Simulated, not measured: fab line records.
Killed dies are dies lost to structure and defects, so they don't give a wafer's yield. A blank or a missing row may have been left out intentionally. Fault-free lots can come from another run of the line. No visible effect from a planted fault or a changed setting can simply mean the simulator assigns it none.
Which tool was responsible?	flow sky130	Sampling: 6 lots, 18 wafers, 2 of 708 route steps

## WHAT THE GAUGES READ, wafer by wafer
SKY_VT_ADJUST_NCORE_OVL_MEAS_08.
lot	measured	on	VT_ADJUST_NCORE_OVL (nm)
L511	day 8 23:14	overlay-01	1.1 -1.3 -2.0
L513	day 9 12:29	overlay-01	-2.1 -2.4 0.1
L515	day 10 10:41	overlay-02	2.1 0.5 -1.5
L521	day 12 05:41	overlay-02	-1.6 0.7 -2.5
L524	day 13 02:40	overlay-02	-1.6 -2.1 -1.9
L526	day 13 12:37	overlay-02	3.3 1.7 2.4

## WHICH TOOL RAN EACH LOT (tool, then ch and the chambers of the sampled wafers, then the start)
lot	SKY_VT_ADJUST_LVTN_STRIP_20
L511	plasma asher-02 ch 0,1, day 8 01:51
L513	plasma asher-04 ch 0,1, day 8 14:35
L515	plasma asher-01 ch 0, day 9 12:01
L521	plasma asher-04 ch 1, day 11 05:10
L524	plasma asher-04 ch 0,1, day 12 02:45
L526	plasma asher-04 ch 0, day 12 12:49
- SKY_VT_ADJUST_LVTN_STRIP_20: strips in O2/N2.

## THE ANSWER, worked out from the rows above alone
Rule: usual is defined by the lots themselves. The widest of any qualifying gaps counts: lots, ordered by their means at a reading, are off when they make up no more than a third of the lots, leave a main group of 4 or more, and stand apart from it by 3 or more times the standard deviation of that group's means. The tables above print the reading to a certain number of digits; a main group whose means all agree to those digits is not used. Also off: a lot with no number at a reading for which 4 or more lots have one. The other lots that the step has rows for count as sound.
No lot is off on any of the readings shown, so nothing can be concluded from this.

## WHAT WAS PUT IN BY THE SIMULATOR
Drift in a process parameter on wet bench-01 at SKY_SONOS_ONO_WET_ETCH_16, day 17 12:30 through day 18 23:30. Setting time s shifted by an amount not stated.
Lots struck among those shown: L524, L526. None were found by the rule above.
